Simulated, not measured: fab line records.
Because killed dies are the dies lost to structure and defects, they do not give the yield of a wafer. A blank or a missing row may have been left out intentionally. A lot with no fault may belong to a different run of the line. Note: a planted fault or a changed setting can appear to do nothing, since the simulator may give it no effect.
Chamber matching :: flow gf180mcu :: GF_V1_ETCH_16 on rie diel-03 has 4 sister chambers
The step etches BARC in N2/H2. 8 wafers are shown with their chamber, then 9 later ones without.

== WAFERS WITH THEIR CHAMBER ==
wafer: L190.4
chamber: 3
oes product au (a.u.): 0.847
throttle valve pct (%): 13.219

wafer: L191.2
chamber: 3
oes product au (a.u.): 0.853
throttle valve pct (%): 13.218

wafer: L193.3
chamber: 2
oes product au (a.u.): 0.852
throttle valve pct (%): 13.220

wafer: L193.5
chamber: 0
oes product au (a.u.): 0.850
throttle valve pct (%): 13.233

wafer: L193.6
chamber: 1
oes product au (a.u.): 0.852
throttle valve pct (%): 13.224

wafer: L195.1
chamber: 0
oes product au (a.u.): 0.852
throttle valve pct (%): 13.230

wafer: L195.3
chamber: 1
oes product au (a.u.): 0.845
throttle valve pct (%): 13.206

wafer: L195.4
chamber: 2
oes product au (a.u.): 0.858
throttle valve pct (%): 13.225

== WAFERS MISSING THEIR CHAMBER ==
wafer: L202.2
oes product au (a.u.): 0.848
throttle valve pct (%): 13.233

wafer: L202.5
oes product au (a.u.): 0.855
throttle valve pct (%): 13.228

wafer: L202.6
oes product au (a.u.): 0.854
throttle valve pct (%): 13.233

wafer: L206.1
oes product au (a.u.): 0.852
throttle valve pct (%): 13.217

wafer: L206.2
oes product au (a.u.): 0.852
throttle valve pct (%): 13.250

wafer: L206.6
oes product au (a.u.): 0.855
throttle valve pct (%): 13.216

wafer: L207.1
oes product au (a.u.): 0.856
throttle valve pct (%): 13.230

wafer: L207.2
oes product au (a.u.): 0.854
throttle valve pct (%): 13.222

wafer: L207.3
oes product au (a.u.): 0.856
throttle valve pct (%): 13.222

== THE CHAMBER EACH PASSED THROUGH ==
wafer: L202.2
from the rows above: can't be placed: 0 or 3 or 2 or 1
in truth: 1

wafer: L202.5
from the rows above: can't be placed: 2 or 0 or 3 or 1
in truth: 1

wafer: L202.6
from the rows above: can't be placed: 0 or 2 or 3
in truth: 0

wafer: L206.1
from the rows above: can't be placed: 3 or 1 or 2 or 0
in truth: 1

wafer: L206.2
from the rows above: can't be placed: 0 or 2 or 3
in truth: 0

wafer: L206.6
from the rows above: can't be placed: 2 or 3 or 1 or 0
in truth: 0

wafer: L207.1
from the rows above: can't be placed: 2 or 0 or 3 or 1
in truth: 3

wafer: L207.2
from the rows above: can't be placed: 2 or 3 or 0 or 1
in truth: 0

wafer: L207.3
from the rows above: can't be placed: 2 or 3 or 0 or 1
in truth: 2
0 of 9 placed correctly. Not placeable from these rows: 9 (in 9, the candidates include the true chamber). Number placed wrongly: 0.
How it was worked out, from the rows above alone: a wafer's distance from a chamber is the root of the sum, over the readings, of the square of ((its reading less the chamber's mean) divided by the reading's scatter). The wafer belongs to the nearest chamber; if the next one is less than 2 further off, it can't be placed. A chamber's mean is the mean of its shown wafers. The scatter: take each reading less its chamber's mean, square it, sum over the shown wafers, divide by the number of wafers less the number of chambers, and take the root.
